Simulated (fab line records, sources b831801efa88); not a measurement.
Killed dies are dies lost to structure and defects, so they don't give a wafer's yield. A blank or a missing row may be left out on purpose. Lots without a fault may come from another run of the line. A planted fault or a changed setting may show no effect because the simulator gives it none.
Chamber matching | flow sfq_line | SFQ_TRILAYER_I0_CMP_CMP_028 on cmp-01: 4 sister chambers
The step polishes SiO2. 14 wafers are shown with their chamber, then 7 later ones without.

WAFERS WITH THEIR CHAMBER
wafer  | chamber | motor_current_A (A) | platen_rpm (rpm) | time_to_endpoint_s (s)
L412.1 | 0       | 8.8                 | 59.94            | 219
L412.4 | 1       | 10.4                | 59.97            | 222
L412.3 | 3       | 12.1                | 60.03            | 227
L422.1 | 3       | 12.5                | 60.03            | 214
L422.3 | 2       | 8.7                 | 60.02            | 202
L422.6 | 2       | 8.2                 | 59.98            | 212
L424.4 | 0       | 8.8                 | 60.01            | 232
L424.3 | 3       | 12.4                | 60.07            | 229
L424.6 | 0       | 8.5                 | 59.98            | 236
L425.1 | 2       | 8.0                 | 59.98            | 222
L425.5 | 1       | 10.0                | 60.00            | 233
L425.6 | 0       | 8.5                 | 59.94            | 224
L426.1 | 3       | 12.3                | 59.99            | 223
L426.3 | 2       | 8.3                 | 59.98            | 220

SIGNATURES (means of the wafers above)
reading            | chamber 0 | chamber 1 | chamber 2 | chamber 3 | scatter within a chamber
motor_current_A    | 8.650     | 10.200    | 8.300     | 12.325    | 0.227
platen_rpm         | 59.9675   | 59.9850   | 59.9900   | 60.0300   | 0.0289
time_to_endpoint_s | 227.75    | 227.50    | 214.00    | 223.25    | 7.86
Rule: a wafer's distance from a chamber is the root of the sum, over the readings, of the square of ((its reading less the chamber's mean) divided by the reading's scatter). The wafer belongs to the nearest chamber; if the next one is less than 2 further off, it can't be placed. The scatter: the root of (the sum of the squares of (reading less its chamber's mean) over the shown wafers, divided by (wafers less chambers)).

WAFERS WITHOUT THEIR CHAMBER
wafer  | motor_current_A (A) | platen_rpm (rpm) | time_to_endpoint_s (s)
L426.6 | 8.7                 | 59.95            | 218
L430.1 | 8.2                 | 59.97            | 209
L430.4 | 9.6                 | 60.04            | 222
L430.5 | 8.0                 | 60.02            | 211
L434.2 | 12.9                | 59.96            | 226
L434.5 | 10.6                | 60.02            | 221
L434.6 | 8.0                 | 59.99            | 219

WHICH CHAMBER EACH WENT THROUGH
wafer  | from the rows above     | in truth
L426.6 | can't be placed: 0 or 2 | 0
L430.1 | 2                       | 2
L430.4 | can't be placed: 1 or 0 | 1
L430.5 | 2                       | 2
L434.2 | 3                       | 3
L434.5 | 1                       | 1
L434.6 | can't be placed: 2 or 0 | 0
Placed correctly: 4 of 7. Can't be placed from these rows: 3 (the true chamber is among the candidates in 3). Placed wrongly: 0.
